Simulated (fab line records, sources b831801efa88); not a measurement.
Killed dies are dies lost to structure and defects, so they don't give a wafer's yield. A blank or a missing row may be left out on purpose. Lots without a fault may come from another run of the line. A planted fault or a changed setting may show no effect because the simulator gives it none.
A struck lot beside a sound one | flow sky130 | 16 steps out of a route of 708
Sound: wafers L192.1, L192.5, L192.6. Struck: wafers L203.1, L203.2, L203.4. The cause comes at the end.
At each step with rows: each side's tool, then ch and its chambers, then its first start. Under that, the readings that differ: sound wafers | struck wafers | difference of the means | sigmas: that difference in standard deviations of wafers without a fault.
alike: readings whose means differ by less than 2 such deviations, and words and numbers that are the same on both sides. not compared: withheld readings, readings that some wafer has no value for, bounds like >300 that may hide the same value, and numbers for which the record gives no deviation and whose values overlap.
The two part at a step that has a row with sigmas, a row that says differs or no value, or rows on one side only. Numbers that don't overlap but have no deviation are shown without sigmas and don't part them. A reading that every wafer of one side lacks parts them only if that side has two wafers or more.

first, 2 steps without rows for these wafers: SKY_VT_ADJUST_LVTN_PEB_16; SKY_VT_ADJUST_LVTN_DEVELOP_17 (develop time 60 s).
SKY_VT_ADJUST_LVTN_OVL_MEAS_18:
  sound on overlay-01, day 7 19:35; struck on overlay-02, day 11 04:02
  alike: VT_ADJUST_LVTN_01_OVL
then, 1 step without rows for these wafers: SKY_VT_ADJUST_LVTN_IMPLANT_19.
SKY_VT_ADJUST_LVTN_STRIP_20: strips in O2/N2.
  sound on plasma_asher-04 ch 0,1, day 7 19:46; struck on plasma_asher-01 ch 0,1, day 11 04:13
  alike: drypump_motor_current_A, o2_flow_sccm, oes_product_au, strip_time_to_endpoint_s
  not compared: rf_hours_counter_h
SKY_VT_ADJUST_LVTN_TW_MEAS_21:
  sound on film_metro-01, day 7 19:52; struck on film_metro-03, day 11 04:19
  alike: VT_ADJUST_LVTN_2_TW
then, 6 steps without rows for these wafers: SKY_VT_ADJUST_NCORE_DEHYDRATE_00 (time 60 s); SKY_VT_ADJUST_NCORE_HMDS_01 (prime time 60 s); SKY_VT_ADJUST_NCORE_COAT_02 (resist thk 1140 nm); SKY_VT_ADJUST_NCORE_SOFTBAKE_03 (time 60 s); SKY_VT_ADJUST_NCORE_EXPOSE_04 (exposes mask LVTN COMPLEMENT THIN, target cd 380 nm); SKY_VT_ADJUST_NCORE_PEB_05.
SKY_VT_ADJUST_NCORE_DEVELOP_06: develop time 60 s.
  sound on litho_track-01 ch 0, day 8 15:31; struck on litho_track-01 ch 0, day 12 04:10
SKY_VT_ADJUST_NCORE_CD_MEAS_07: target cd 380 nm.
  sound on cd_sem-01, day 8 15:40; struck on cd_sem-02, day 12 04:19
  reading    | sound             | struck            | difference | sigmas
  cd_nm (nm) | 380.6 382.0 385.1 | 401.1 400.0 402.5 | +18.6      | +7
SKY_VT_ADJUST_NCORE_OVL_MEAS_08:
  sound on overlay-02, day 8 15:47; struck on overlay-01, day 12 04:26
  alike: VT_ADJUST_NCORE_OVL
-- the record jumps here: 37 days lie between the struck wafers' starts before and after (it left off in module VT_ADJUST_NCORE and takes up again in module PAD_OPEN, whose first step shown is number 708 of the route) --
SKY_PAD_OPEN_PROBE_99:
  sound on prober-01, day 45 23:41; struck on prober-02, day 49 01:55
  alike: killed_at_M0_to_M3, killed_at_M4_up, killed_at_contacts, killed_at_front_end, killed_at_other, killed_dies, killed_open, killed_short

WHERE THEY PART
Only at SKY_VT_ADJUST_NCORE_CD_MEAS_07, within this record. Later steps at which nothing parts them and some readings are alike: SKY_VT_ADJUST_NCORE_OVL_MEAS_08, SKY_PAD_OPEN_PROBE_99.

WHY: what the simulator had put in
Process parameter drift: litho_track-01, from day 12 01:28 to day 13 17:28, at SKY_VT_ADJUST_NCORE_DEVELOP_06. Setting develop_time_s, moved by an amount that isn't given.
